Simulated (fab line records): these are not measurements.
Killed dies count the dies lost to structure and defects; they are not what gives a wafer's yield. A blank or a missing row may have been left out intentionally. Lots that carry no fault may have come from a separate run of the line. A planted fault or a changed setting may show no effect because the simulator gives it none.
A lot that was struck, set against a sound lot ; flow gf180mcu ; 27 out of 602 route steps
Sound: wafers L557.3, L557.5, L557.6. The struck wafers were L545.1, L545.4, L545.5. At the end, the cause is stated.
Order at every step that has rows: each side's tool, ch and its chambers, its first start. Under that, the readings that differ: sound wafers ; struck wafers ; difference of the means ; sigmas: that difference in standard deviations of wafers without a fault.
alike: words and numbers the same on both sides, and readings whose means are apart by under 2 such deviations; not compared: readings that were withheld, readings missing a value for some wafer, numbers with overlapping values and no deviation given by the record, and bounds like >300 which may hide the same value.
The two part at a step that has a row with sigmas, a row that says differs or no value, or rows on one side only. Numbers that have no deviation but don't overlap get no sigmas and don't part them. Lack of a reading on every wafer of one side parts them only where that side has two or more wafers.

GF_DNWELL_STRIP_08: strips in O2/N2.
  sound on plasma-asher-03 ch 0,1, day 6 21:01; struck on plasma-asher-01 ch 1, day 3 21:19
  alike: chamber-pressure-mTorr, drypump-motor-current-A, heater-power-w, oes-product-au, strip-time-to-endpoint-s
  not compared: rf-hours-counter-h
GF_DNWELL_TW_MEAS_09:
  struck on film-metro-01, day 3 21:25; sound on film-metro-01, day 6 21:07
  alike: DNWELL_TW
then, 7 steps without rows for these wafers: GF_NWELL_DEHYDRATE_00 (time 60 s); GF_NWELL_HMDS_01 (prime time 60 s); GF_NWELL_COAT_02 (resist thk 3000 nm); GF_NWELL_SOFTBAKE_03; GF_NWELL_EXPOSE_04 (exposes mask Nwell, target cd 860 nm); GF_NWELL_PEB_05; GF_NWELL_DEVELOP_06 (develop time 60 s).
GF_NWELL_OVL_MEAS_07:
  struck on overlay-02, day 4 11:10; sound on overlay-01, day 7 13:08
  alike: NWELL_OVL
then, 2 steps without rows for these wafers: GF_NWELL_IMPLANT_08; GF_NWELL_IMPLANT_09.
GF_NWELL_STRIP_10: strips in O2/N2.
  sound on plasma-asher-03 ch 0,1, day 7 13:29; struck on plasma-asher-04 ch 0, day 4 11:29
  no value came back on the struck wafers for any of 5 readings (chamber-pressure-mTorr (mTorr), drypump-motor-current-A (A) and others); on the sound wafers chamber-pressure-mTorr (mTorr) reads 1498.5 1500.2 1500.1
reading;sound;struck;difference;sigmas
model.coat_of_NWELL_COAT_02.thk-nm (nm);0 0 0;3013 3008 3010;+3010;
  not compared: rf-hours-counter-h
GF_NWELL_TW_MEAS_11:
  struck on film-metro-02, day 4 11:35; sound on film-metro-02, day 7 13:34
  alike: NWELL_TW
then, 7 steps without rows for these wafers: GF_LVPWELL_DEHYDRATE_00 (time 60 s); GF_LVPWELL_HMDS_01 (prime time 60 s); GF_LVPWELL_COAT_02 (resist thk 3000 nm); GF_LVPWELL_SOFTBAKE_03; GF_LVPWELL_EXPOSE_04 (exposes mask LVPWELL, target cd 600 nm); GF_LVPWELL_PEB_05; GF_LVPWELL_DEVELOP_06 (develop time 60 s).
GF_LVPWELL_OVL_MEAS_07:
  struck on overlay-01, day 5 02:08; sound on overlay-02, day 8 06:35
reading;sound;struck;difference;sigmas
LVPWELL_OVL (nm);1.7 3.2 1.2;-1.6 -3.2 -0.6;-3.8;-3
then, 2 steps without rows for these wafers: GF_LVPWELL_IMPLANT_08; GF_LVPWELL_IMPLANT_09.
GF_LVPWELL_STRIP_10: strips in O2/N2.
  sound on plasma-asher-02 ch 0,1, day 8 06:56; struck on plasma-asher-04 ch 0,1, day 5 02:28
reading;sound;struck;difference;sigmas
oes-product-au (a.u.);0.722 0.722 0.721;0.738 0.745 0.741;+0.020;+4
strip-time-to-endpoint-s (s);36.97 37.13 37.07;81.40 81.22 81.28;+44.24;+99 or more
  alike: chamber-pressure-mTorr, drypump-motor-current-A, heater-power-w
  not compared: rf-hours-counter-h
GF_LVPWELL_TW_MEAS_11:
  struck on film-metro-01, day 5 02:34; sound on film-metro-02, day 8 07:01
reading;sound;struck;difference;sigmas
LVPWELL_TW;557 557 556;30 30 30;-527;-99 or more
then, 1 step without rows for these wafers: GF_MVSD_DEHYDRATE_00 (time 60 s).

== WHERE THEY PART ==
First at GF_NWELL_STRIP_10; last, within this record, at GF_LVPWELL_TW_MEAS_11.

WHY: whatever the simulator had introduced
Step skipped in full: plasma-asher-04, at GF_NWELL_STRIP_10, from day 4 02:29 onward. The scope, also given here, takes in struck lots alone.
